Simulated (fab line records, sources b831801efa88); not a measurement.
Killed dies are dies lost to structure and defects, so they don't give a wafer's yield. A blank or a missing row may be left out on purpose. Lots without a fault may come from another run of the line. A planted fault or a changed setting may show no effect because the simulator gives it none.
Which tool did it? | flow gf180mcu | 6 lots, 18 wafers sampled, at 4 steps of a route of 602

WHAT THE GAUGES READ, wafer by wafer
GF_HV_LDD_CD_MEAS_31: target cd 400 nm.
lot  | measured     | on        | cd_nm (nm)
L672 | day 12 11:04 | cd_sem-02 | 398.3 398.8 397.9
L674 | day 13 05:04 | cd_sem-01 | 401.2 400.8 400.3
L677 | day 14 02:06 | cd_sem-01 | 399.9 400.1 397.2
L681 | day 15 11:41 | cd_sem-02 | 399.0 400.2 397.2
L683 | day 16 02:19 | cd_sem-02 | 404.5 404.1 405.0
L692 | day 19 08:46 | cd_sem-01 | 439.2 437.7 437.0

WHICH TOOL RAN EACH LOT (tool, then ch and the chambers of the sampled wafers, then the start)
lot  | GF_DUAL_GATE_SOFTBAKE_07          | GF_DUAL_GATE_STRIP_13                | GF_HV_LDD_EXPOSE_28
L672 | litho_track-03 ch 0, day 8 19:22  | plasma_asher-03 ch 0,1, day 9 04:10  | iline_stepper-01 ch 0, day 12 01:59
L674 | litho_track-04 ch 0, day 9 11:02  | plasma_asher-03 ch 0,1, day 9 20:19  | iline_stepper-01 ch 0, day 12 18:58
L677 | litho_track-01 ch 0, day 10 06:57 | plasma_asher-01 ch 0,1, day 10 16:31 | iline_stepper-02 ch 0, day 13 16:05
L681 | litho_track-01 ch 0, day 11 11:15 | plasma_asher-01 ch 0,1, day 11 19:59 | iline_stepper-01 ch 0, day 15 01:22
L683 | litho_track-04 ch 0, day 11 23:12 | plasma_asher-03 ch 0,1, day 12 09:15 | iline_stepper-02 ch 0, day 15 15:05
L692 | litho_track-03 ch 0, day 14 19:43 | plasma_asher-04 ch 0,1, day 15 06:29 | iline_stepper-02 ch 0, day 18 20:49
- GF_DUAL_GATE_SOFTBAKE_07: time 61.56 s.
- GF_DUAL_GATE_STRIP_13: strips in O2/N2.
- GF_HV_LDD_EXPOSE_28: exposes mask Nplus HV AREA, target cd 400 nm.

THE ANSWER, worked out from the rows above alone
Rule: what is usual is taken from the lots themselves. Put in order of their means at a reading, lots are off if they are a third of the lots or fewer, leave a main group of 4 or more, and stand apart from it by a gap of 3 or more times the standard deviation of the main group's means; of several such gaps the widest counts. A main group whose means are all the same, to the digits that the tables above print for the reading, isn't used. A lot without any number at a reading at which 4 lots or more have one is off too. The other lots that the step has rows for count as sound.
Off: L692, at GF_HV_LDD_CD_MEAS_31 (cd_nm). The main group: mean 400.3 nm, standard deviation 2.3.
A tool fits if, at a process step before that reading, it ran every lot that is off, and no sound lot after the first of them. The gauges at GF_HV_LDD_CD_MEAS_31 are tried like those tools. Can't be told from this: 4 tools fit, litho_track-03 at GF_DUAL_GATE_SOFTBAKE_07, plasma_asher-04 at GF_DUAL_GATE_STRIP_13, iline_stepper-02 at GF_HV_LDD_EXPOSE_28, cd_sem-01 at GF_HV_LDD_CD_MEAS_31.

WHAT THE SIMULATOR HAD PUT IN
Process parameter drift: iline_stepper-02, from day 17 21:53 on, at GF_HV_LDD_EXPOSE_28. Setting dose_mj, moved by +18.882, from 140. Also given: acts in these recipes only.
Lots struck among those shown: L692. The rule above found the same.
